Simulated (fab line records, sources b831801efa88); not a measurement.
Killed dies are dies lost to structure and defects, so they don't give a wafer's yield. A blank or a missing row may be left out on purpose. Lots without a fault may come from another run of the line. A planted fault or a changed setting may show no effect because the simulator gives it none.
fab line records | flow gf180mcu
record lots=7 wafers=21 last_day=33
route steps=602 shown M2@374 V2@382
lots that met no fault: from a run of the same line without faults
start_h: hours from the record's first day to the start of the lot's first wafer shown | wait_h: hours since the lot's step before | " the same as in the row above | L1.1+2: a row that stands for several wafers | - no value, or no start given | * or withheld: withheld | < > ~ a bound
route shown NAME@n: a module of which the file shows steps, and the number in the route of the first | usual: mean/standard deviation of fault-free wafers | same: alike in all rows | chamber/n: place in a boat | sites: the reading at each site | _std_site: their standard deviation | _edge_site: outer sites' mean less inner sites' | radius_mm: how far each site lies from the wafer's centre | mask NAME#n: copy n | behind: the tool/chamber that last shaped the wafer | hold: why the lot was held/for how many hours/how that ended | device: the transistor (n, p or np) that didn't switch | end of line: the same wafers' tests at the end of the route | a step without rows: its recipe alone | killed: dies lost to structure and defects at the first sort, not the wafer's yield | map: a wafer's dies, x killed, . not, _ none there
set.NAME: the setting as run; set.NAME@STEP: as run at that earlier step | model.NAME: the simulator's own value behind a step, which no gauge read
lots at some steps of the route; a table a step, a row a wafer
services: from which hour (start_h, from the record's first day; less than 0 if before it) a tool's chamber was out of use, for how many hours, and why
## steps
# step GF_M2_PEB_12
# recipe peb_temp_c=135 peb_time_s=90 resist=KrF
# step GF_M2_DEVELOP_13
# recipe develop_time_s=60 dev_temp_c=21
# step GF_M2_CD_MEAS_14
# recipe target_cd_nm=280
# usual cd_nm=280.0/1.4
# columns lot.wafer tool chamber start_h wait_h cd_nm
L631.1 cd_sem-02 - 472.42 0.1 282.6
L631.5 " - " " 282.0
L631.6 " - " " 282.3
L636.1 cd_sem-01 - 507.09 0.1 279.3
L636.5 " - " " 278.3
L636.6 " - " " 279.0
L640.1 cd_sem-02 - 547.34 0.1 280.6
L640.3 " - " " 281.3
L640.6 " - " " 281.8
L641.4 cd_sem-02 - 558.28 0.1 279.9
L641.5 " - " " 280.4
L641.6 " - " " 280.8
L642.1 cd_sem-01 - 563.09 0.1 278.7
L642.2 " - " " 278.8
L642.3 " - " " 279.6
L647.2 cd_sem-02 - 601.24 0.1 278.8
L647.3 " - " " 280.1
L647.4 " - " " 280.4
L646.3 cd_sem-02 - 602.58 0.1 277.6
L646.4 " - " " 277.7
L646.5 " - " " 277.2
# step GF_M2_OVL_MEAS_15
# usual M2_OVL=0/6
# columns lot.wafer tool chamber start_h wait_h M2_OVL[nm]
L631.1 overlay-02 - 472.54 0.1 3
L631.5 " - " " 2
L631.6 " - " " -1
L636.1 overlay-01 - 507.21 0.1 5
L636.5 " - " " 4
L636.6 " - " " 7
L640.1 overlay-01 - 547.46 0.1 -10
L640.3 " - " " -12
L640.6 " - " " -7
L641.4 overlay-02 - 558.36 0.1 7
L641.5 " - " " 3
L641.6 " - " " 7
L642.1 overlay-02 - 563.21 0.1 -4
L642.2 " - " " -3
L642.3 " - " " -5
L647.2 overlay-01 - 601.34 0.1 13
L647.3 " - " " 5
L647.4 " - " " 11
L646.3 overlay-01 - 602.67 0.1 -1
L646.4 " - " " 3
L646.5 " - " " -1
# step GF_M2_METAL_ETCH_16
# recipe chemistry=Cl2/BCl3 mask_material=KrF target_depth_nm=750.8 stop_on=SiO2 pressure_mtorr=8 icp_w=800 bias_w=140 Cl2_flow_sccm=80 bcl3_flow_sccm=40 time_s=125.1
# usual bias_w=140.0/0.45 drypump_motor_current_A=5.80/0.13 oes_product_au=0.990/0.0056 throttle_valve_pct=28.229/0.0089
# columns lot.wafer tool chamber start_h wait_h bias_w drypump_motor_current_A oes_product_au rf_hours_counter_h throttle_valve_pct
L631.1 rie_metal-01 0 472.58 0.0 140.6 5.95 0.995 7 28.230
L631.5 " 0 " " 140.2 5.94 0.987 - 28.233
L631.6 " 1 " " 140.1 5.59 0.985 - 28.233
L636.1 rie_metal-02 1 507.24 0.0 140.5 5.84 0.996 5 28.236
L636.5 " 0 " " 140.4 5.75 0.987 - 28.220
L636.6 " 1 " " 140.4 5.82 0.998 - 28.224
L640.1 rie_metal-03 1 547.49 0.0 140.0 5.81 0.993 10 28.240
L640.3 " 0 " " 138.8 6.01 0.998 - 28.225
L640.6 " 0 " " 140.0 5.98 0.994 - 28.217
L641.4 rie_metal-02 1 558.42 0.1 139.5 5.81 0.994 - 28.219
L641.5 " 1 " " 139.5 5.79 0.989 - 28.227
L641.6 " 0 " " 140.1 5.77 0.983 - 28.228
L642.1 rie_metal-01 1 563.24 0.0 140.2 5.59 0.995 13 28.224
L642.2 " 0 " " 140.1 5.97 0.999 10 28.222
L642.3 " 0 " " 140.2 5.97 0.996 - 28.245
L647.2 rie_metal-02 1 601.37 0.0 140.4 5.76 0.989 8 28.222
L647.3 " 0 " " 140.7 5.75 0.986 - 28.222
L647.4 " 1 " " 139.6 5.76 0.990 - 28.213
L646.3 rie_metal-01 0 602.74 0.1 140.0 5.93 0.999 - 28.216
L646.4 " 1 " " 139.9 5.61 0.983 - 28.224
L646.5 " 1 " " 140.2 5.63 0.987 - 28.229
# step GF_M2_STRIP_17
# recipe chemistry=O2/N2 power_w=1400 pressure_mtorr=1500 platen_temp_c=250 o2_flow_sccm=3000 n2_flow_sccm=300 overash_fraction=0.5
# usual drypump_motor_current_A=5.68/0.24 heater_power_w=329/31 oes_product_au=0.537/0.0053 strip_time_to_endpoint_s=7.37/0.045
# columns lot.wafer tool chamber start_h wait_h drypump_motor_current_A heater_power_w oes_product_au rf_hours_counter_h strip_time_to_endpoint_s
L631.1 plasma_asher-04 0 472.71 0.1 5.79 331 0.534 40 7.33
L631.5 " 0 " " 5.79 327 0.538 - 7.32
L631.6 " 1 " " 5.53 318 0.528 - 7.37
L636.1 plasma_asher-04 1 507.37 0.1 5.45 321 0.534 43 7.34
L636.5 " 1 " " 5.47 320 0.543 - 7.42
L636.6 " 0 " " 5.81 337 0.541 - 7.40
L640.1 plasma_asher-01 1 547.62 0.1 5.48 304 0.542 88 7.43
L640.3 " 0 " " 5.75 384 0.533 - 7.30
L640.6 " 1 " " 5.45 303 0.531 - 7.34
L641.4 plasma_asher-01 1 558.54 0.1 5.49 298 0.532 - 7.39
L641.5 " 0 " " 5.74 381 0.544 - 7.42
L641.6 " 1 " " 5.48 300 0.540 - 7.46
L642.1 plasma_asher-04 1 563.37 0.1 5.49 306 0.531 50 7.33
L642.2 " 0 " " 5.80 331 0.535 50 7.32
L642.3 " 0 " " 5.81 333 0.549 - 7.34
L647.2 plasma_asher-04 1 601.50 0.1 5.52 310 0.542 53 7.36
L647.3 " 0 " " 5.78 328 0.530 - 7.40
L647.4 " 1 " " 5.47 307 0.532 - 7.36
L646.3 plasma_asher-03 1 602.86 0.1 5.46 327 0.539 - 7.36
L646.4 " 0 " " 6.19 303 0.538 - 7.40
L646.5 " 0 " " 6.16 299 0.543 - 7.42
# step GF_M2_STRIP_18
# recipe chemistry=post_etch_residue_remover time_s=1200 temp_c=72.5
# step GF_M2_CLEAN_19
# recipe chemistry=DIW dry=n2_spin
# step GF_V2_CVD_00
# recipe material=SiO2 target_thk_nm=600 sigma_open_frac=0.3 temp_c=400 time_s=100 sih4_flow_sccm=57.4 pressure_mtorr=6
# step GF_V2_THK_MEAS_01
# recipe reads=SiO2_of_V2_CVD_00
# usual V2_CVD_00_THK=572/7
# columns lot.wafer tool chamber start_h wait_h V2_CVD_00_THK[nm]
L631.1 film_metro-03 - 473.31 0.0 571
L631.5 " - " " 573
L631.6 " - " " 568
L636.1 film_metro-04 - 507.98 0.0 557
L636.5 " - " " 565
L636.6 " - " " 567
L640.1 film_metro-02 - 548.23 0.0 570
L640.3 " - " " 568
L640.6 " - " " 571
L641.4 film_metro-02 - 559.14 0.0 573
L641.5 " - " " 571
L641.6 " - " " 565
L642.1 film_metro-02 - 564.07 0.0 567
L642.2 " - " " 561
L642.3 " - " " 567
L647.2 film_metro-04 - 602.24 0.0 575
L647.3 " - " " 581
L647.4 " - " " 584
L646.3 film_metro-02 - 603.54 0.1 584
L646.4 " - " " 568
L646.5 " - " " 573
# step GF_V2_CVD_02
# recipe material=SiO2 target_thk_nm=850 precursor=TEOS temp_c=400 time_s=94.851 rf_w=600
# usual heater_power_outer_w=411/82 heater_power_w=685/110
# columns lot.wafer tool chamber start_h wait_h heater_power_outer_w heater_power_w
L631.1 pecvd-04 1 473.37 0.1 385 669
L631.5 " 1 " " 420 693
L631.6 " 2 " " 532 806
L636.1 pecvd-04 0 508.04 0.1 273 476
L636.5 " 2 " " 509 746
L636.6 " 0 " " 307 532
L640.1 pecvd-04 0 548.29 0.1 318 563
L640.3 " 2 " " 544 796
L640.6 " 2 " " 437 640
L641.4 pecvd-02 0 559.20 0.1 428 793
L641.5 " 2 " " 445 670
L641.6 " 1 " " 490 845
L642.1 pecvd-04 2 564.13 0.1 460 679
L642.2 " 0 " " 291 484
L642.3 " 1 " " 435 728
L647.2 pecvd-03 2 602.29 0.0 398 668
L647.3 " 1 " " 339 631
L647.4 " 2 " " 424 729
L646.3 pecvd-03 0 603.58 0.0 412 734
L646.4 " 2 " " 429 732
L646.5 " 1 " " 417 689
# step GF_V2_THK_MEAS_03
# recipe reads=SiO2_of_V2_CVD_02
# usual V2_CVD_02_THK=847/11
# columns lot.wafer tool chamber start_h wait_h V2_CVD_02_THK[nm]
L631.1 film_metro-02 - 473.44 0.0 827
L631.5 " - " " 839
L631.6 " - " " 840
L636.1 film_metro-02 - 508.11 0.0 830
L636.5 " - " " 847
L636.6 " - " " 854
L640.1 film_metro-04 - 548.36 0.0 844
L640.3 " - " " 837
L640.6 " - " " 849
L641.4 film_metro-04 - 559.27 0.0 859
L641.5 " - " " 855
L641.6 " - " " 848
L642.1 film_metro-03 - 564.20 0.0 858
L642.2 " - " " 852
L642.3 " - " " 853
L647.2 film_metro-04 - 602.37 0.0 851
L647.3 " - " " 842
L647.4 " - " " 864
L646.3 film_metro-03 - 603.67 0.1 843
L646.4 " - " " 860
L646.5 " - " " 868
# step GF_V2_CMP_04
# recipe material=SiO2 down_force_psi=4 platen_rpm=60 pad_velocity_m_s=0.94248
# usual edge_zone_pressure_frac=1.000/0.0049 head_pressure_psi=3.999/0.0082 motor_current_A=12.4/0.56 time_to_endpoint_s=79/5.1
# columns lot.wafer tool chamber start_h wait_h edge_zone_pressure_frac head_pressure_psi motor_current_A time_to_endpoint_s model.SiO2_of_V2_CVD_02.thk_nm
L631.1 cmp-01 0 473.65 0.2 1.000 3.999 11.5 75 631.1
L631.6 " 1 " " 1.012 3.995 13.2 75 631.9
L631.5 " 2 " " 0.996 3.997 12.2 75 631.7
L636.1 cmp-01 0 508.17 0.1 0.997 4.004 11.8 77 631.3
L636.5 " 0 " " 1.009 3.998 11.8 81 631.8
L636.6 " 1 " " 0.997 4.000 12.2 82 629.8
L640.1 cmp-02 0 548.47 0.1 - - - - 844.4
L640.3 " 1 " " - - - - 836.9
L640.6 " 3 " " - - - - 849.4
L641.4 cmp-02 2 559.30 0.0 - - - - 858.7
L641.5 " 2 " " - - - - 855.3
L641.6 " 3 " " - - - - 848.1
L642.3 cmp-01 0 564.26 0.0 - - - - 852.8
L642.1 " 1 " " - - - - 858.2
L642.2 " 3 " " - - - - 851.9
L647.4 cmp-02 2 602.88 0.5 1.003 3.991 12.4 88 632.7
L647.2 " 3 " " 1.008 4.019 12.9 80 632
L647.3 " 0 " " 0.995 4.006 13.2 82 632
L646.4 cmp-02 1 603.94 0.3 1.014 3.997 12.5 85 631.5
L646.3 " 0 " " 1.005 3.994 13.2 81 632.8
L646.5 " 1 " " 1.004 3.995 12.5 87 633.3
# step GF_V2_BOW_MEAS_05
# recipe mode=bow
# usual V2_BOW=97/9
# columns lot.wafer tool chamber start_h wait_h hold V2_BOW[um]
L631.1 film_metro-03 - 473.80 0.1 - 97
L631.5 " - " " - 83
L631.6 " - " " - 100
L636.1 film_metro-04 - 508.47 0.2 - 98
L636.5 " - " " - 93
L636.6 " - " " - 88
L640.1 film_metro-02 - 548.72 0.2 await_dispo/0.2h/release 110
L640.3 " - " " await_dispo/0.2h/release 112
L640.6 " - " " await_dispo/0.2h/release 100
L640.1 film_metro-02 - 549.00 0.3 - -
L640.3 " - " " - -
L640.6 " - " " - -
L641.4 film_metro-03 - 559.66 0.3 await_dispo/0.2h/release 116
L641.5 " - " " await_dispo/0.2h/release 109
L641.6 " - " " await_dispo/0.2h/release 113
L641.4 film_metro-03 - 559.95 0.3 - -
L641.5 " - " " - -
L641.6 " - " " - -
L642.1 film_metro-03 - 564.56 0.2 await_dispo/0.2h/release 114
L642.2 " - " " await_dispo/0.2h/release 106
L642.3 " - " " await_dispo/0.2h/release 99
L642.1 film_metro-03 - 564.85 0.3 - -
L642.2 " - " " - -
L642.3 " - " " - -
L647.2 film_metro-04 - 603.15 0.2 - 92
L647.3 " - " " - 90
L647.4 " - " " - 110
L646.3 film_metro-04 - 604.28 0.1 - 105
L646.4 " - " " - 107
L646.5 " - " " - 99
## services
# columns tool chamber start_h hours kind
plasma_asher-04 - 457.35 3.4 repair
rie_metal-01 - 457.77 1.0 repair
pecvd-02 - 458.83 2.8 pm
cmp-01 - 481.90 4.4 pm
rie_metal-03 0 490.66 6.0 repair
pecvd-02 0 492.65 2.5 repair
cmp-02 - 495.75 0.7 repair
rie_metal-01 0 505.78 7.5 repair
rie_metal-01 - 506.16 2.8 pm
pecvd-02 - 513.02 4.7 repair
pecvd-04 - 547.49 0.6 repair
cmp-02 - 552.60 0.4 repair
rie_metal-01 1 564.59 6.6 repair
cmp-01 - 572.05 4.0 pm
cmp-01 - 576.05 - consumable_replace:conditioner
pecvd-03 0 583.84 13.0 repair
plasma_asher-01 - 585.38 1.0 repair
pecvd-04 - 591.12 14.0 pm
pecvd-04 0 591.12 14.0 vent_cycle
pecvd-04 1 591.12 14.0 vent_cycle
pecvd-04 2 591.12 14.0 vent_cycle
plasma_asher-04 - 592.52 4.0 pm
rie_metal-02 0 596.56 4.7 repair
cmp-01 - 597.47 11.9 pm
## key
first_sign step=GF_V2_CMP_04 reading=tool_record direction=missing
effect step=GF_V2_BOW_MEAS_05 reading=visit direction=added
model_effect step=GF_V2_CMP_04 value=SiO2_of_V2_CVD_02.thk_nm without=632.2 struck=850.7
met_at GF_V2_CMP_04
struck_wafers L640.1,L640.3,L640.6,L641.4,L641.5,L641.6,L642.1,L642.2,L642.3
scrapped_behind GF_V2_BOW_MEAS_05 L640.1,L640.3,L640.6,L641.4,L641.5,L641.6,L642.1,L642.2,L642.3
onset_between 508.17 548.47
fault kind=skipped_step_whole tool=cmp-01,cmp-02 chamber=- onset_h=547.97 steps=GF_V2_CMP_04 scope=struck_lots_only
